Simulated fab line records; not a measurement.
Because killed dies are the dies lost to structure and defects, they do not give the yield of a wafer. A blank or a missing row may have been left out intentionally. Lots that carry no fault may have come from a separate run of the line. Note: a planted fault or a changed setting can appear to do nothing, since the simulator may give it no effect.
fab line records	flow sky130
record: lots: 24	wafers: 72	last_day: 51
route steps=708 shown VT_ADJUST_NCORE@127 VT_ADJUST_HVTR@139 METAL1@454 VIA1@471 VIA2@528 VIA3@575
lots untouched by any fault: they come from a run of this same line in which no faults occurred
start_h: hours from the record's opening day to when the first of the lot's shown wafers began	wait_h: how many hours have passed since the lot's step before this one	" unchanged from the row above	L1.1+2: a single row standing in for several wafers	- either no value or no given start	* or withheld: withheld	< > ~ a bound
route shown NAME@n: a module of which the file shows steps, and the number in the route of the first	usual: average and standard deviation across the fault-free wafers	same: alike in all rows	chamber/n: place in a boat	sites: readings site by site	_std_site: their standard deviation	_edge_site: mean of outer sites minus mean of inner sites	radius_mm: how far each site lies from the wafer's centre	mask NAME#n: copy n	behind: tool/chamber where the wafer was last shaped	hold: why the lot was held/for how many hours/how that ended	device: which transistor (n, p or np) failed to switch	end of line: tests run on the same wafers once the route is complete	a step without rows: its recipe alone	killed: at the first sort, the dies lost to defects and structure; wafer yield is something else	map: a wafer's dies, x killed, . not, _ none there
set.NAME: the setting as run; set.NAME@STEP: as run at that earlier step	model.NAME: the simulator's own value behind a step, which no gauge read
one table for each step of the route and one row for each wafer, over a sample of lots
services: a tool's chamber out of use, with start hour (start_h, from the record's first day; less than 0 if before it), hours out, and reason
== steps ==
step: SKY_VT_ADJUST_NCORE_OVL_MEAS_08
usual: VT_ADJUST_NCORE_OVL: -0.5/1.3
lot.wafer	tool	chamber	start_h	wait_h	VT_ADJUST_NCORE_OVL[nm]
L074.1	overlay-01	-	204.51	0.1	0.2
L074.2	"	-	"	"	1.6
L074.6	"	-	"	"	1.4
L075.1	overlay-01	-	211.11	0.1	-1.8
L075.3	"	-	"	"	-1.1
L075.6	"	-	"	"	-1.1
L076.2	overlay-01	-	215.21	0.1	-1.5
L076.3	"	-	"	"	-0.9
L076.6	"	-	"	"	-0.7
L077.3	overlay-01	-	224.82	0.1	-1.0
L077.5	"	-	"	"	-0.2
L077.6	"	-	"	"	0.0
L078.1	overlay-02	-	237.91	0.1	1.3
L078.2	"	-	"	"	-0.8
L078.6	"	-	"	"	-0.2
L079.1	overlay-01	-	245.46	0.1	0.5
L079.4	"	-	"	"	1.6
L079.6	"	-	"	"	0.3
L080.1	overlay-02	-	248.36	0.1	-1.8
L080.3	"	-	"	"	-3.2
L080.5	"	-	"	"	-1.5
L081.1	overlay-02	-	254.26	0.1	-0.6
L081.4	"	-	"	"	-0.3
L081.5	"	-	"	"	-1.9
L082.1	overlay-02	-	258.21	0.1	-0.9
L082.2	"	-	"	"	-1.4
L082.5	"	-	"	"	-1.1
L083.1	overlay-02	-	263.81	0.1	-0.6
L083.3	"	-	"	"	0.3
L083.5	"	-	"	"	0.1
L084.1	overlay-02	-	268.61	0.1	-0.5
L084.4	"	-	"	"	-2.5
L084.6	"	-	"	"	0.1
L085.3	overlay-01	-	278.37	0.1	1.0
L085.4	"	-	"	"	0.1
L085.6	"	-	"	"	0.3
L086.4	overlay-01	-	283.13	0.1	1.7
L086.5	"	-	"	"	-0.4
L086.6	"	-	"	"	0.3
L087.2	overlay-02	-	287.12	0.1	-0.2
L087.5	"	-	"	"	-0.9
L087.6	"	-	"	"	-0.7
L088.1	overlay-02	-	291.31	0.1	-0.5
L088.2	"	-	"	"	-1.6
L088.3	"	-	"	"	0.0
L089.3	overlay-02	-	299.07	0.1	0.1
L089.4	"	-	"	"	-0.2
L089.6	"	-	"	"	-1.4
L090.2	overlay-02	-	304.86	0.1	-0.9
L090.3	"	-	"	"	0.7
L090.5	"	-	"	"	0.0
L091.1	overlay-01	-	311.91	0.1	-0.3
L091.4	"	-	"	"	0.9
L091.5	"	-	"	"	-0.4
L092.2	overlay-02	-	315.47	0.1	-1.8
L092.5	"	-	"	"	-4.3
L092.6	"	-	"	"	-1.7
L093.1	overlay-01	-	326.36	0.1	1.6
L093.2	"	-	"	"	0.0
L093.4	"	-	"	"	1.8
L094.2	overlay-01	-	328.22	0.1	-1.0
L094.3	"	-	"	"	1.1
L094.6	"	-	"	"	-3.9
L095.3	overlay-02	-	337.77	0.1	1.8
L095.4	"	-	"	"	0.5
L095.5	"	-	"	"	-0.7
L096.1	overlay-01	-	339.46	0.1	-0.4
L096.2	"	-	"	"	-2.6
L096.4	"	-	"	"	-1.3
L097.4	overlay-01	-	349.83	0.1	-2.5
L097.5	"	-	"	"	0.2
L097.6	"	-	"	"	-1.3
step: SKY_VT_ADJUST_HVTR_OVL_MEAS_08
usual: VT_ADJUST_HVTR_OVL: 0.1/1.2
lot.wafer	tool	chamber	start_h	wait_h	VT_ADJUST_HVTR_OVL[nm]
L074.1	overlay-02	-	228.26	0.1	2.9
L074.2	"	-	"	"	-0.6
L074.6	"	-	"	"	0.5
L075.1	overlay-02	-	233.89	0.1	0.5
L075.3	"	-	"	"	0.2
L075.6	"	-	"	"	0.1
L076.2	overlay-01	-	238.09	0.1	-1.9
L076.3	"	-	"	"	-0.8
L076.6	"	-	"	"	0.1
L077.3	overlay-01	-	246.62	0.1	1.2
L077.5	"	-	"	"	2.0
L077.6	"	-	"	"	1.7
L078.1	overlay-02	-	260.39	0.1	1.0
L078.2	"	-	"	"	1.2
L078.6	"	-	"	"	0.9
L079.1	overlay-01	-	268.54	0.1	0.0
L079.4	"	-	"	"	-1.3
L079.6	"	-	"	"	0.4
L080.1	overlay-01	-	271.51	0.1	0.9
L080.3	"	-	"	"	0.1
L080.5	"	-	"	"	0.0
L081.1	overlay-02	-	277.39	0.1	1.4
L081.4	"	-	"	"	-0.7
L081.5	"	-	"	"	0.3
L082.1	overlay-02	-	282.19	0.1	0.6
L082.2	"	-	"	"	0.3
L082.5	"	-	"	"	1.7
L083.1	overlay-01	-	287.61	0.1	0.9
L083.3	"	-	"	"	1.0
L083.5	"	-	"	"	1.6
L084.1	overlay-02	-	292.96	0.1	0.1
L084.4	"	-	"	"	-3.0
L084.6	"	-	"	"	-1.2
L085.3	overlay-01	-	302.62	0.1	-3.2
L085.4	"	-	"	"	-1.5
L085.6	"	-	"	"	-2.3
L086.4	overlay-02	-	306.98	0.1	-0.8
L086.5	"	-	"	"	1.4
L086.6	"	-	"	"	-0.1
L087.2	overlay-02	-	312.22	0.1	-0.7
L087.5	"	-	"	"	-1.5
L087.6	"	-	"	"	-0.1
L088.1	overlay-01	-	315.58	0.1	-0.5
L088.2	"	-	"	"	0.1
L088.3	"	-	"	"	0.7
L089.3	overlay-01	-	323.75	0.1	-0.7
L089.4	"	-	"	"	0.7
L089.6	"	-	"	"	0.4
L090.2	overlay-02	-	330.79	0.1	1.0
L090.3	"	-	"	"	-1.2
L090.5	"	-	"	"	-1.1
L091.1	overlay-02	-	337.51	0.1	-0.2
L091.4	"	-	"	"	0.6
L091.5	"	-	"	"	-0.1
L092.2	overlay-02	-	341.02	0.1	-2.1
L092.5	"	-	"	"	-1.0
L092.6	"	-	"	"	0.9
L093.1	overlay-02	-	352.39	0.1	1.6
L093.2	"	-	"	"	-0.1
L093.4	"	-	"	"	0.4
L094.2	overlay-02	-	354.42	0.1	-0.7
L094.3	"	-	"	"	0.3
L094.6	"	-	"	"	-1.4
L095.3	overlay-01	-	364.39	0.1	1.0
L095.4	"	-	"	"	0.9
L095.5	"	-	"	"	2.0
L096.1	overlay-01	-	366.26	0.1	0.8
L096.2	"	-	"	"	-0.1
L096.4	"	-	"	"	0.5
L097.4	overlay-02	-	377.03	0.1	-0.6
L097.5	"	-	"	"	0.6
L097.6	"	-	"	"	-0.4
step: SKY_METAL1_STRIP_20
recipe: chemistry: O2/N2	power_w: 1400	pressure_mtorr: 1500	platen_temp_c: withheld	o2_flow_sccm: 3000	n2_flow_sccm: 300	overash_fraction: 0.5
usual: drypump_motor_current_A: 5.40/0.28	oes_product_au: 0.343/0.0047	strip_time_to_endpoint_s: 2.69/0.047
lot.wafer	tool	chamber	start_h	wait_h	drypump_motor_current_A	oes_product_au	rf_hours_counter_h	strip_time_to_endpoint_s
L074.1	plasma_asher-03	1	781.48	0.1	5.27	0.342	96	2.67
L074.2	"	0	"	"	5.33	0.330	96	2.63
L074.6	"	0	"	"	5.30	0.345	-	2.68
L075.1	plasma_asher-03	0	790.33	0.1	5.29	0.344	97	2.71
L075.3	"	1	"	"	5.26	0.344	-	2.72
L075.6	"	1	"	"	5.25	0.347	-	2.72
L076.2	plasma_asher-02	0	797.88	0.1	5.72	0.342	5	2.69
L076.3	"	0	"	"	5.69	0.339	-	2.69
L076.6	"	1	"	"	5.91	0.341	-	2.70
L077.3	plasma_asher-02	0	804.11	0.1	5.69	0.341	-	2.70
L077.5	"	1	"	"	5.97	0.354	-	2.71
L077.6	"	0	"	"	5.69	0.347	-	2.79
L078.1	plasma_asher-02	0	823.38	0.1	5.69	0.342	8	2.65
L078.2	"	1	"	"	5.94	0.343	8	2.65
L078.6	"	0	"	"	5.69	0.341	-	2.65
L079.1	plasma_asher-01	0	829.13	0.1	5.11	0.343	69	2.61
L079.4	"	0	"	"	5.13	0.343	-	2.59
L079.6	"	0	"	"	5.12	0.348	-	2.62
L080.1	plasma_asher-02	1	836.08	0.1	5.94	0.343	10	2.79
L080.3	"	0	"	"	5.70	0.345	-	2.74
L080.5	"	1	"	"	5.92	0.343	-	2.69
L081.1	plasma_asher-01	1	839.13	0.1	5.29	0.342	70	2.68
L081.4	"	0	"	"	5.11	0.353	-	2.74
L081.5	"	1	"	"	5.30	0.341	-	2.67
L082.1	plasma_asher-03	0	855.50	0.1	5.31	0.348	104	2.69
L082.2	"	1	"	"	5.24	0.338	104	2.63
L082.5	"	1	"	"	5.28	0.355	-	2.68
L083.1	plasma_asher-03	1	857.03	0.1	5.26	0.339	104	2.62
L083.3	"	1	"	"	5.24	0.338	-	2.64
L083.5	"	1	"	"	5.26	0.347	-	2.72
L084.1	plasma_asher-03	1	859.33	0.1	5.28	0.347	104	2.83
L084.4	"	1	"	"	5.28	0.341	-	2.74
L084.6	"	1	"	"	5.28	0.346	-	2.83
L085.3	plasma_asher-03	0	864.96	0.1	5.32	0.342	-	2.66
L085.4	"	1	"	"	5.24	0.341	-	2.64
L085.6	"	0	"	"	5.30	0.344	-	2.65
L086.4	plasma_asher-01	0	879.06	0.1	5.13	0.335	-	2.66
L086.5	"	1	"	"	5.27	0.341	-	2.72
L086.6	"	0	"	"	5.11	0.330	-	2.67
L088.1	plasma_asher-01	1	884.88	0.1	5.33	0.342	75	2.70
L088.2	"	0	"	"	5.10	0.347	75	2.78
L088.3	"	0	"	"	5.10	0.340	-	2.75
L087.2	plasma_asher-02	1	886.78	0.1	5.91	0.340	15	2.65
L087.5	"	0	"	"	5.68	0.338	-	2.61
L087.6	"	1	"	"	5.93	0.344	-	2.69
L089.3	plasma_asher-01	0	887.16	0.1	5.09	0.336	-	2.65
L089.4	"	1	"	"	5.30	0.348	-	2.63
L089.6	"	0	"	"	5.09	0.347	-	2.62
L090.2	plasma_asher-02	0	897.63	0.1	5.68	0.343	16	2.65
L090.3	"	1	"	"	5.92	0.348	-	2.72
L090.5	"	1	"	"	5.92	0.352	-	2.71
L091.1	plasma_asher-01	0	902.78	0.1	5.12	0.347	77	2.71
L091.4	"	0	"	"	5.12	0.346	-	2.71
L091.5	"	0	"	"	5.10	0.346	-	2.73
L092.2	plasma_asher-01	1	910.88	0.1	5.33	0.343	78	2.71
L092.5	"	0	"	"	5.14	0.352	-	2.70
L092.6	"	1	"	"	5.32	0.347	-	2.70
L093.1	plasma_asher-01	0	915.98	0.1	5.11	0.345	78	2.73
L093.2	"	1	"	"	5.29	0.334	78	2.61
L093.4	"	1	"	"	5.29	0.345	-	2.61
L094.2	plasma_asher-02	1	921.43	0.1	5.90	0.346	18	2.77
L094.3	"	0	"	"	5.72	0.350	-	2.68
L094.6	"	1	"	"	5.90	0.341	-	2.68
L095.3	plasma_asher-01	1	927.92	0.1	5.28	0.343	-	2.64
L095.4	"	0	"	"	5.08	0.349	-	2.73
L095.5	"	1	"	"	5.30	0.340	-	2.61
L096.1	plasma_asher-01	0	935.96	0.1	5.12	0.334	80	2.68
L096.2	"	1	"	"	5.29	0.339	80	2.71
L096.4	"	1	"	"	5.27	0.349	-	2.69
L097.4	plasma_asher-03	1	945.56	0.1	5.25	0.340	-	2.73
L097.5	"	1	"	"	5.26	0.337	-	2.73
L097.6	"	0	"	"	5.32	0.341	-	2.61
step: SKY_VIA1_OVL_MEAS_13
usual: VIA1_OVL: -1/6.3
lot.wafer	tool	chamber	start_h	wait_h	VIA1_OVL[nm]
L074.1	overlay-01	-	809.84	0.1	0
L074.2	"	-	"	"	3
L074.6	"	-	"	"	5
L075.1	overlay-02	-	818.98	0.1	12
L075.3	"	-	"	"	6
L075.6	"	-	"	"	1
L076.2	overlay-02	-	826.24	0.1	1
L076.3	"	-	"	"	-2
L076.6	"	-	"	"	6
L077.3	overlay-02	-	832.32	0.1	6
L077.5	"	-	"	"	6
L077.6	"	-	"	"	-1
L078.1	overlay-02	-	853.21	0.1	-4
L078.2	"	-	"	"	-1
L078.6	"	-	"	"	3
L079.1	overlay-01	-	857.81	0.1	-6
L079.4	"	-	"	"	-10
L079.6	"	-	"	"	-14
L080.1	overlay-02	-	864.59	0.1	12
L080.3	"	-	"	"	5
L080.5	"	-	"	"	13
L081.1	overlay-02	-	867.41	0.1	-11
L081.4	"	-	"	"	-3
L081.5	"	-	"	"	-10
L082.1	overlay-01	-	883.46	0.1	-7
L082.2	"	-	"	"	-4
L082.5	"	-	"	"	-2
L083.1	overlay-02	-	884.81	0.1	-8
L083.3	"	-	"	"	-10
L083.5	"	-	"	"	-14
L084.1	overlay-01	-	887.56	0.1	7
L084.4	"	-	"	"	5
L084.6	"	-	"	"	-1
L085.3	overlay-02	-	892.27	0.1	-6
L085.4	"	-	"	"	-18
L085.6	"	-	"	"	-11
L086.4	overlay-01	-	906.23	0.1	1
L086.5	"	-	"	"	-3
L086.6	"	-	"	"	0
L088.1	overlay-02	-	912.61	0.1	0
L088.2	"	-	"	"	-10
L088.3	"	-	"	"	-4
L087.2	overlay-01	-	914.54	0.1	-1
L087.5	"	-	"	"	1
L087.6	"	-	"	"	-1
L089.3	overlay-02	-	914.77	0.1	3
L089.4	"	-	"	"	6
L089.6	"	-	"	"	1
L090.2	overlay-01	-	924.62	0.1	-4
L090.3	"	-	"	"	-2
L090.5	"	-	"	"	0
L091.1	overlay-02	-	929.21	0.1	-14
L091.4	"	-	"	"	-12
L091.5	"	-	"	"	-11
L092.2	overlay-01	-	937.34	0.1	0
L092.5	"	-	"	"	9
L092.6	"	-	"	"	0
L093.1	overlay-01	-	943.36	0.1	-4
L093.2	"	-	"	"	2
L093.4	"	-	"	"	-4
L094.2	overlay-02	-	947.02	0.1	-8
L094.3	"	-	"	"	-2
L094.6	"	-	"	"	-6
L095.3	overlay-01	-	954.82	0.1	8
L095.4	"	-	"	"	11
L095.5	"	-	"	"	-1
L096.1	overlay-01	-	962.46	0.1	4
L096.2	"	-	"	"	5
L096.4	"	-	"	"	5
L097.4	overlay-02	-	972.16	0.1	-2
L097.5	"	-	"	"	-4
L097.6	"	-	"	"	-3
step: SKY_VIA2_CVD_21
recipe: material: W	target_thk_nm: 420	time_s: 126.4	temp_c: 400	pressure_torr: 40
usual: heater_power_w: 817/98
lot.wafer	tool	chamber	start_h	wait_h	heater_power_w
L074.1	cvd_w-02	1	867.18	0.0	901
L074.2	"	0	"	"	820
L074.6	"	0	"	"	804
L075.1	cvd_w-01	0	880.06	0.0	946
L075.3	"	0	"	"	942
L075.6	"	1	"	"	668
L076.2	cvd_w-01	1	884.61	0.0	672
L076.3	"	1	"	"	681
L076.6	"	1	"	"	681
L077.3	cvd_w-01	0	890.23	0.1	958
L077.5	"	1	"	"	680
L077.6	"	0	"	"	933
L078.1	cvd_w-01	1	910.65	0.0	683
L078.2	"	0	"	"	929
L078.6	"	1	"	"	702
L079.1	cvd_w-01	0	915.10	0.0	926
L079.4	"	0	"	"	951
L079.6	"	1	"	"	699
L080.1	cvd_w-01	0	920.89	0.0	908
L080.3	"	0	"	"	947
L080.5	"	1	"	"	684
L081.1	cvd_w-02	0	924.23	0.0	785
L081.4	"	0	"	"	767
L081.5	"	0	"	"	791
L082.1	cvd_w-01	0	938.87	0.0	929
L082.2	"	1	"	"	696
L082.5	"	0	"	"	952
L083.1	cvd_w-02	0	941.26	0.0	787
L083.3	"	0	"	"	767
L083.5	"	1	"	"	840
L084.1	cvd_w-02	1	943.48	0.0	858
L084.4	"	1	"	"	854
L084.6	"	0	"	"	779
L085.3	cvd_w-02	1	947.40	0.1	850
L085.4	"	0	"	"	774
L085.6	"	0	"	"	782
L086.4	cvd_w-02	1	960.35	0.1	852
L086.5	"	1	"	"	864
L086.6	"	0	"	"	759
L088.1	cvd_w-01	1	967.88	0.0	699
L088.2	"	0	"	"	941
L088.3	"	1	"	"	698
L087.2	cvd_w-01	0	969.90	0.0	973
L087.5	"	0	"	"	928
L087.6	"	1	"	"	677
L089.3	cvd_w-02	0	970.33	0.1	797
L089.4	"	1	"	"	851
L089.6	"	1	"	"	845
L090.2	cvd_w-02	0	979.35	0.0	782
L090.3	"	1	"	"	857
L090.5	"	0	"	"	806
L091.1	cvd_w-02	1	983.51	0.0	866
L091.4	"	0	"	"	777
L091.5	"	1	"	"	870
L092.2	cvd_w-02	0	990.38	0.0	783
L092.5	"	1	"	"	855
L092.6	"	0	"	"	807
L093.1	cvd_w-02	1	997.48	0.0	854
L093.2	"	0	"	"	772
L093.4	"	0	"	"	784
L094.2	cvd_w-01	1	1000.53	0.0	670
L094.3	"	0	"	"	958
L094.6	"	0	"	"	944
L095.3	cvd_w-01	1	1007.34	0.1	689
L095.4	"	0	"	"	980
L095.5	"	1	"	"	700
L096.1	cvd_w-01	0	1016.00	0.0	943
L096.2	"	1	"	"	695
L096.4	"	1	"	"	703
L097.4	cvd_w-02	0	1025.27	0.0	798
L097.5	"	1	"	"	845
L097.6	"	0	"	"	781
step: SKY_VIA3_CMP_02
recipe: material: SiO2	down_force_psi: 4	platen_rpm: 60	pad_velocity_m_s: 0.94248
usual: motor_current_A: 11.6/0.66
lot.wafer	tool	chamber	start_h	wait_h	motor_current_A
L074.2	cmp-02	3	922.73	0.0	12.5
L074.1	"	0	"	"	11.8
L074.6	"	3	"	"	12.7
L075.3	cmp-01	0	934.65	0.0	10.9
L075.1	"	3	"	"	12.3
L075.6	"	0	"	"	10.5
L076.3	cmp-01	0	938.87	0.0	10.3
L076.2	"	3	"	"	11.8
L076.6	"	1	"	"	11.5
L077.3	cmp-01	3	944.52	0.0	12.5
L077.5	"	3	"	"	12.4
L077.6	"	0	"	"	10.6
L078.2	cmp-01	1	964.11	0.1	10.7
L078.1	"	3	"	"	11.7
L078.6	"	1	"	"	10.9
L079.1	cmp-02	0	969.50	0.1	11.8
L079.4	"	2	"	"	12.5
L079.6	"	1	"	"	11.6
L080.3	cmp-01	3	974.36	0.6	12.8
L080.1	"	0	"	"	10.3
L080.5	"	2	"	"	11.8
L081.1	cmp-01	3	976.85	0.1	12.7
L081.4	"	0	"	"	10.7
L081.5	"	3	"	"	12.7
L082.1	cmp-01	3	992.27	0.1	13.0
L082.2	"	0	"	"	10.4
L082.5	"	1	"	"	11.2
L083.3	cmp-01	1	994.17	0.1	10.6
L083.1	"	3	"	"	12.0
L083.5	"	0	"	"	10.5
L084.1	cmp-02	2	996.24	0.2	12.7
L084.4	"	3	"	"	12.5
L084.6	"	0	"	"	11.7
L085.4	cmp-01	1	999.73	0.0	11.3
L085.3	"	0	"	"	10.9
L085.6	"	2	"	"	11.7
L086.4	cmp-01	2	1012.09	0.0	11.3
L086.6	"	2	"	"	11.6
L086.5	"	3	"	"	12.3
L088.1	cmp-02	1	1020.01	0.3	11.4
L088.3	"	2	"	"	12.2
L088.2	"	3	"	"	11.4
L087.2	cmp-01	3	1021.74	0.6	12.1
L087.6	"	1	"	"	11.0
L087.5	"	2	"	"	11.8
L089.3	cmp-02	0	1022.52	0.0	11.2
L089.4	"	2	"	"	11.8
L089.6	"	1	"	"	11.8
L090.2	cmp-01	1	1029.35	0.1	11.1
L090.3	"	2	"	"	11.0
L090.5	"	1	"	"	11.7
L091.4	cmp-01	0	1033.58	0.1	9.9
L091.1	"	1	"	"	11.0
L091.5	"	2	"	"	12.1
L092.2	cmp-01	0	1042.01	0.1	11.0
L092.6	"	3	"	"	12.8
L092.5	"	0	"	"	10.6
L093.1	cmp-02	0	1048.04	0.1	11.7
L093.4	"	2	"	"	12.0
L093.2	"	3	"	"	13.0
L094.2	cmp-01	2	1051.28	0.0	10.7
L094.3	"	3	"	"	12.0
L094.6	"	3	"	"	12.0
L095.4	cmp-02	1	1056.30	0.0	12.2
L095.3	"	0	"	"	11.5
L095.5	"	2	"	"	12.0
L096.1	cmp-01	2	1065.61	0.1	11.4
L096.4	"	3	"	"	12.7
L096.2	"	1	"	"	11.4
L097.4	cmp-01	3	1075.27	0.3	12.5
L097.5	"	1	"	"	11.4
L097.6	"	2	"	"	11.4
== services ==
tool	chamber	start_h	hours	kind
cmp-01	-	759.02	2.1	repair
cmp-01	-	784.23	1.7	repair
cvd_w-02	-	816.58	3.8	pm
cmp-02	-	817.50	8.1	pm
cmp-01	-	819.18	3.8	repair
cvd_w-01	-	823.92	6.9	pm
cvd_w-02	0	824.18	11.1	repair
cmp-01	-	836.62	0.8	repair
plasma_asher-03	-	838.77	1.8	repair
cmp-01	-	856.57	7.6	pm
cvd_w-01	-	856.87	0.8	repair
plasma_asher-03	-	884.55	4.4	repair
cvd_w-02	-	888.10	2.8	pm
cvd_w-01	-	894.86	2.2	repair
cvd_w-02	-	904.00	14.0	pm
cmp-01	-	912.00	4.0	pm
cvd_w-02	1	916.26	13.8	repair
cmp-01	-	950.76	2.6	repair
cvd_w-01	0	981.61	4.1	repair
cvd_w-01	1	986.44	8.9	repair
plasma_asher-01	-	986.99	2.8	pm
cmp-01	-	1018.59	3.0	repair
cvd_w-01	-	1035.79	1.0	repair
cmp-01	-	1055.81	0.5	repair
== key ==
fault none
